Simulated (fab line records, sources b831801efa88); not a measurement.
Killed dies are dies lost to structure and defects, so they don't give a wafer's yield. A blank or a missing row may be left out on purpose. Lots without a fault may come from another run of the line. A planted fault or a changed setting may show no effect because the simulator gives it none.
Which tool did it? | flow gf180mcu | 6 lots, 18 wafers sampled, at 2 steps of a route of 602

WHAT THE GAUGES READ, wafer by wafer
GF_VT_IMPLANT_OVL_MEAS_07.
lot  | measured     | on         | VT_IMPLANT_OVL (nm)
L585 | day 6 07:34  | overlay-02 | 0.2 0.3 2.6
L589 | day 7 09:04  | overlay-01 | 1.8 2.2 1.0
L598 | day 9 16:38  | overlay-02 | -0.1 0.1 0.9
L600 | day 10 02:43 | overlay-02 | 1.4 0.8 1.5
L604 | day 10 23:40 | overlay-01 | 0.5 1.5 1.2
L606 | day 11 14:41 | overlay-01 | 0.9 3.2 1.9

WHICH TOOL RAN EACH LOT (tool, then ch and the chambers of the sampled wafers, then the start)
lot  | GF_VT_IMPLANT_EXPOSE_04
L585 | iline_stepper-02 ch 0, day 6 00:08
L589 | iline_stepper-01 ch 0, day 7 01:06
L598 | iline_stepper-01 ch 0, day 9 07:28
L600 | iline_stepper-01 ch 0, day 9 19:10
L604 | iline_stepper-02 ch 0, day 10 15:09
L606 | iline_stepper-01 ch 0, day 11 05:19
- GF_VT_IMPLANT_EXPOSE_04: exposes mask LVPWELL LV AREA, target cd 600 nm.

THE ANSWER, worked out from the rows above alone
Rule: what is usual is taken from the lots themselves. Put in order of their means at a reading, lots are off if they are a third of the lots or fewer, leave a main group of 4 or more, and stand apart from it by a gap of 3 or more times the standard deviation of the main group's means; of several such gaps the widest counts. A main group whose means are all the same, to the digits that the tables above print for the reading, isn't used. A lot without any number at a reading at which 4 lots or more have one is off too. The other lots that the step has rows for count as sound.
No lot is off at any reading shown: from this, nothing can be told.

WHAT THE SIMULATOR HAD PUT IN
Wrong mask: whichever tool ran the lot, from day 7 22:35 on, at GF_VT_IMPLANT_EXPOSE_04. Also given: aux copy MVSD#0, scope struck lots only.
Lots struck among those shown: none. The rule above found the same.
